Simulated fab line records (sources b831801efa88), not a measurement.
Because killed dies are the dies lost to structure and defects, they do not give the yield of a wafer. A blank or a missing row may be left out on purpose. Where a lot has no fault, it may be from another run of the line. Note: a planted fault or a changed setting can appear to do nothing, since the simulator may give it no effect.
Matching of chambers | flow sky130 | SKY_VIA4_CMP_21 on cmp-01 has 4 sister chambers
The step polishes, stops on SiO2, t overpolish 25 s, target thk 0 nm. 7 wafers are shown with their chamber, then 7 later ones without.

## WAFERS, EACH WITH ITS CHAMBER
wafer  | chamber | motor current A (A) | time to endpoint s (s)
L907.6 | 3       | 10.3                | 126
L910.5 | 3       | 9.9                 | 121
L911.1 | 0       | 9.7                 | 123
L911.3 | 2       | 11.7                | 115
L911.4 | 1       | 9.5                 | 121
L915.3 | 1       | 9.7                 | 124
L915.5 | 0       | 10.1                | 120

## WAFERS WHOSE CHAMBER IS MISSING
wafer  | motor current A (A) | time to endpoint s (s)
L915.6 | 10.0                | 126
L922.3 | 9.6                 | 120
L922.5 | 10.1                | 120
L922.6 | 10.9                | 118
L928.2 | 9.7                 | 120
L928.3 | 9.3                 | 120
L928.6 | 9.6                 | 124

## EACH ONE'S CHAMBER
wafer  | from the rows above          | in truth
L915.6 | can't be placed: 3 or 0 or 1 | 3
L922.3 | can't be placed: 1 or 0 or 3 | 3
L922.5 | can't be placed: 0 or 3 or 1 | 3
L922.6 | can't be placed: 2 or 3 or 0 | 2
L928.2 | can't be placed: 0 or 1 or 3 | 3
L928.3 | can't be placed: 1 or 0 or 3 | 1
L928.6 | can't be placed: 1 or 0 or 3 | 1
Placed correctly: 0 of 7. These rows do not allow placing 7 (true chamber among the candidates in 7). Placed wrongly: 0.
How it was worked out, from the rows above alone: a wafer's distance from a chamber is the root of the sum, over the readings, of the square of ((its reading less the chamber's mean) divided by the reading's scatter). The wafer belongs to the nearest chamber; if the next one is less than 2 further off, it can't be placed. The mean given for a chamber averages the wafers shown for that chamber. The scatter: the root of (the sum of the squares of (reading less its chamber's mean) over the shown wafers, divided by (wafers less chambers)).
